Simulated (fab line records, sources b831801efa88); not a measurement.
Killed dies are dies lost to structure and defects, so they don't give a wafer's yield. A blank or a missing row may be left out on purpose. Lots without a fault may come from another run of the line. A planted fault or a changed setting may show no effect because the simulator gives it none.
A struck lot beside a sound one | flow gf180mcu | 15 steps out of a route of 602
Sound: wafers L248.4, L248.5, L248.6. Struck: wafers L259.1, L259.2, L259.4. The cause comes at the end.
At each step with rows: each side's tool, then ch and its chambers, then its first start. Under that, the readings that differ: sound wafers | struck wafers | difference of the means | sigmas: that difference in standard deviations of wafers without a fault.
alike: readings whose means differ by less than 2 such deviations, and words and numbers that are the same on both sides. not compared: withheld readings, readings that some wafer has no value for, bounds like >300 that may hide the same value, and numbers for which the record gives no deviation and whose values overlap.
The two part at a step that has a row with sigmas, a row that says differs or no value, or rows on one side only. Numbers that don't overlap but have no deviation are shown without sigmas and don't part them. A reading that every wafer of one side lacks parts them only if that side has two wafers or more.

first, 1 step without rows for these wafers: GF_MVPSD_DEVELOP_06 (develop time 60 s).
GF_MVPSD_OVL_MEAS_07:
  sound on overlay-02, day 6 17:20; struck on overlay-01, day 9 22:28
  alike: MVPSD_OVL
then, 2 steps without rows for these wafers: GF_MVPSD_IMPLANT_08; GF_MVPSD_IMPLANT_09.
GF_MVPSD_STRIP_10: strips in O2/N2.
  sound on plasma_asher-03 ch 0,1, day 6 17:41; struck on plasma_asher-03 ch 0,1, day 9 22:48
  alike: drypump_motor_current_A, heater_power_w, oes_product_au, strip_time_to_endpoint_s
  not compared: rf_hours_counter_h
GF_MVPSD_TW_MEAS_11:
  sound on film_metro-02, day 6 17:47; struck on film_metro-01, day 9 22:54
  alike: MVPSD_TW
then, 6 steps without rows for these wafers: GF_VT_IMPLANT_DEHYDRATE_00 (time 60 s); GF_VT_IMPLANT_HMDS_01 (prime time 60 s); GF_VT_IMPLANT_COAT_02 (resist thk 1000 nm); GF_VT_IMPLANT_SOFTBAKE_03 (time 60 s); GF_VT_IMPLANT_EXPOSE_04 (exposes mask LVPWELL LV AREA, target cd 600 nm); GF_VT_IMPLANT_PEB_05.
GF_VT_IMPLANT_DEVELOP_06: develop time 60 s.
  sound on litho_track-04 ch 0, day 7 09:11; struck on litho_track-04 ch 0, day 10 16:18
  reading              | sound             | struck            | difference | sigmas
  developer_temp_C (C) | 22.82 23.01 23.01 | 22.13 22.05 22.21 | -0.82      | -9
GF_VT_IMPLANT_OVL_MEAS_07:
  sound on overlay-01, day 7 09:16; struck on overlay-02, day 10 16:27
  alike: VT_IMPLANT_OVL
then, 1 step without rows for these wafers: GF_PASSIVATION_PROBE_99.

WHERE THEY PART
Only at GF_VT_IMPLANT_DEVELOP_06, within this record. Later steps at which nothing parts them and some readings are alike: GF_VT_IMPLANT_OVL_MEAS_07.

WHY: what the simulator had put in
Process parameter drift: litho_track-04, from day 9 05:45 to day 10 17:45, at GF_VT_IMPLANT_DEVELOP_06. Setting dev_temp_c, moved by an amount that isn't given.
